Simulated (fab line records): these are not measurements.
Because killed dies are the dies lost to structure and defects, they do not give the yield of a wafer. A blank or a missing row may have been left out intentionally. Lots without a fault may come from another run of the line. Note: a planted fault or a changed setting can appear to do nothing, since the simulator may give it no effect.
Which of the tools did it? ; flow sky130 ; 11 lots, 33 wafers sampled, at 7 steps of a route of 708

== WHAT THE GAUGES SHOWED, per wafer ==
SKY_POLY_CUT_OVL_MEAS_09.
lot;measured;on;POLY_CUT_OVL (nm)
L153;day 25 16:35;overlay-01;-9 0 -5
L157;day 26 13:53;overlay-02;9 6 -2
L159;day 27 11:47;overlay-02;-6 2 -8
L166;day 29 16:11;overlay-01;-2 -5 -5
L167;day 29 16:38;overlay-02;1 5 3
L169;day 30 02:26;overlay-01;-8 -1 2
L168;day 30 05:14;overlay-01;2 0 5
L170;day 30 10:14;overlay-01;-1 -1 -2
L172;day 31 16:14;overlay-02;6 1 -2
L173;day 31 17:11;overlay-01;8 3 2
L174;day 31 21:42;overlay-01;-5 5 -2

SKY_SD_P_TW_MEAS_11.
lot;measured;on;SD_P_TW
L153;day 26 21:50;film_metro-03;2810 2798 2823
L157;day 27 17:32;film_metro-03;2714 2717 2712
L159;day 28 16:50;film_metro-04;2678 2682 2701
L166;day 30 20:21;film_metro-04;2758 2750 2753
L167;day 30 20:53;film_metro-01;2820 2806 2816
L169;day 31 05:34;film_metro-04;2765 2783 2770
L168;day 31 08:32;film_metro-01;2826 2827 2810
L170;day 31 14:40;film_metro-04;2778 2775 2771
L172;day 32 19:59;film_metro-01;2834 2832 2840
L173;day 32 20:53;film_metro-03;2822 2803 2825
L174;day 33 01:23;film_metro-03;2803 2782 2804

SKY_SD_N_RS_MEAS_17: measurement is done with a four-point probe.
lot;measured;on;SD_P_RS (ohm/sq)
L153;day 29 07:07;film_metro-04;147.16 147.54 147.27
L157;day 30 02:46;film_metro-04;155.57 155.34 155.34
L159;day 31 00:56;film_metro-04;154.97 155.15 154.63
L166;day 33 02:50;film_metro-01;146.91 147.32 147.38
L167;day 33 02:52;film_metro-04;146.96 147.34 147.24
L169;day 33 11:44;film_metro-01;147.26 147.72 147.60
L168;day 33 15:10;film_metro-03;147.33 147.20 147.33
L170;day 33 21:26;film_metro-03;147.47 147.24 147.24
L172;day 35 01:02;film_metro-03;147.66 147.21 146.96
L173;day 35 02:50;film_metro-04;147.01 147.26 147.49
L174;day 35 05:32;film_metro-04;147.74 147.51 147.51

SKY_LI_CONTACT_THK_MEAS_23: measures by xrf.
lot;measured;on;LI_CONTACT_W_THK (nm)
L153;day 30 12:20;film_metro-01;403 404 400
L157;day 31 07:29;film_metro-01;412 402 413
L159;day 32 06:22;film_metro-01;409 410 411
L166;day 34 06:59;film_metro-04;409 406 412
L167;day 34 07:07;film_metro-01;405 404 402
L169;day 34 15:04;film_metro-04;409 412 413
L168;day 34 19:05;film_metro-01;403 412 403
L170;day 35 16:02;film_metro-04;404 403 401
L172;day 36 01:21;film_metro-04;404 407 406
L173;day 36 01:42;film_metro-03;410 404 411
L174;day 36 03:53;film_metro-01;401 402 403

== EACH LOT AND THE TOOL THAT RAN IT (in order: tool; ch and the chambers of the sampled wafers; start) ==
lot;SKY_LDD_HVP_STRIP_09;SKY_SD_P_IMPLANT_09;SKY_SD_P_STRIP_10
L153;plasma_asher-02 ch 0,1, day 23 03:07;implanter-02 ch 0, day 26 21:36;plasma_asher-03 ch 0,1, day 26 21:44
L157;plasma_asher-03 ch 0,1, day 24 00:51;implanter-02 ch 0, day 27 17:18;plasma_asher-02 ch 0,1, day 27 17:26
L159;plasma_asher-03 ch 0, day 24 23:18;implanter-02 ch 0, day 28 16:35;plasma_asher-02 ch 1, day 28 16:44
L166;plasma_asher-03 ch 0,1, day 27 06:37;implanter-01 ch 0, day 30 20:01;plasma_asher-03 ch 0,1, day 30 20:10
L167;plasma_asher-02 ch 0,1, day 27 07:51;implanter-01 ch 0, day 30 20:38;plasma_asher-02 ch 0,1, day 30 20:47
L169;plasma_asher-03 ch 0,1, day 27 16:18;implanter-01 ch 0, day 31 05:19;plasma_asher-03 ch 0,1, day 31 05:28
L168;plasma_asher-03 ch 0,1, day 27 16:57;implanter-01 ch 0, day 31 08:18;plasma_asher-01 ch 0,1, day 31 08:25
L170;plasma_asher-04 ch 0,1, day 27 23:40;implanter-01 ch 0, day 31 14:25;plasma_asher-03 ch 0,1, day 31 14:34
L172;plasma_asher-02 ch 0,1, day 29 04:23;implanter-01 ch 0, day 32 19:46;plasma_asher-01 ch 0,1, day 32 19:55
L173;plasma_asher-04 ch 0,1, day 29 06:03;implanter-02 ch 0, day 32 20:40;plasma_asher-02 ch 0,1, day 32 20:49
L174;plasma_asher-04 ch 0,1, day 29 13:23;implanter-02 ch 0, day 33 01:09;plasma_asher-02 ch 0,1, day 33 01:16
- SKY_LDD_HVP_STRIP_09: strips in O2/N2.
- SKY_SD_P_IMPLANT_09
- SKY_SD_P_STRIP_10: strips in O2/N2.

== AS READ BY THE TOOLS THEMSELVES (means over the sampled wafers that have a number; for cases with no such wafer, the mark the record gives instead) ==
SKY_LDD_HVP_STRIP_09.
lot;tool;drypump_motor_current_A (A);oes_product_au (a.u.);strip_time_to_endpoint_s (s)
L153;plasma_asher-02;5.9;0.407;4.110
L157;plasma_asher-03;5.5;0.408;4.124
L159;plasma_asher-03;6.0;0.408;4.142
L166;plasma_asher-03;5.5;0.411;4.137
L167;plasma_asher-02;5.9;0.408;4.105
L169;plasma_asher-03;5.5;0.407;4.129
L168;plasma_asher-03;5.5;0.407;4.115
L170;plasma_asher-04;5.7;0.418;4.124
L172;plasma_asher-02;5.6;0.409;4.126
L173;plasma_asher-04;5.9;0.410;4.138
L174;plasma_asher-04;5.7;0.407;4.129

SKY_SD_P_IMPLANT_09.
lot;tool;beam_energy_keV
L153;implanter-02;20.005
L157;implanter-02;17.817
L159;implanter-02;17.816
L166;implanter-01;20.001
L167;implanter-01;20.004
L169;implanter-01;20.010
L168;implanter-01;20.003
L170;implanter-01;20.000
L172;implanter-01;19.998
L173;implanter-02;20.002
L174;implanter-02;20.001

SKY_SD_P_STRIP_10.
lot;tool;drypump_motor_current_A (A);oes_product_au (a.u.);strip_time_to_endpoint_s (s)
L153;plasma_asher-03;5.8;0.619;17.44
L157;plasma_asher-02;5.6;0.627;17.08
L159;plasma_asher-02;6.2;0.624;17.05
L166;plasma_asher-03;5.5;0.615;17.41
L167;plasma_asher-02;5.6;0.617;17.42
L169;plasma_asher-03;5.8;0.615;17.42
L168;plasma_asher-01;5.8;0.618;17.40
L170;plasma_asher-03;5.6;0.618;17.43
L172;plasma_asher-01;5.7;0.620;17.39
L173;plasma_asher-02;5.9;0.618;17.44
L174;plasma_asher-02;5.9;0.618;17.46

== THE ANSWER, worked out from the rows above alone ==
Rule: what is usual is taken from the lots themselves. Put in order of their means at a reading, lots are off if they are a third of the lots or fewer, leave a main group of 4 or more, and stand apart from it by a gap of 3 or more times the standard deviation of the main group's means; of several such gaps the widest counts. Not used: any main group whose means are identical at the precision the tables above print for the reading. Also off: a lot with no number at a reading for which 4 or more lots have one. Where the step has rows for the other lots, those lots are counted as sound. After the gauges, taken in route order, come the tools' own readings; for these a lot's mean is taken, as printed above. At the first step where some lot is off, the reading lying furthest off is the one used; lots without a number count as furthest.
Off: L157, L159, seen at SKY_SD_N_RS_MEAS_17 (SD_P_RS). Main group: mean 147.33 ohm/sq, sd 0.13.
A tool fits if, at a process step before that reading, it ran every lot that is off, and no sound lot after the first of them. The gauges at SKY_SD_N_RS_MEAS_17 aren't tried: what is off there is off at SKY_SD_P_IMPLANT_09 too, on other tools, and a gauge's error can't cause that. None of those tried fits.

== WHAT WAS PUT IN BY THE SIMULATOR ==
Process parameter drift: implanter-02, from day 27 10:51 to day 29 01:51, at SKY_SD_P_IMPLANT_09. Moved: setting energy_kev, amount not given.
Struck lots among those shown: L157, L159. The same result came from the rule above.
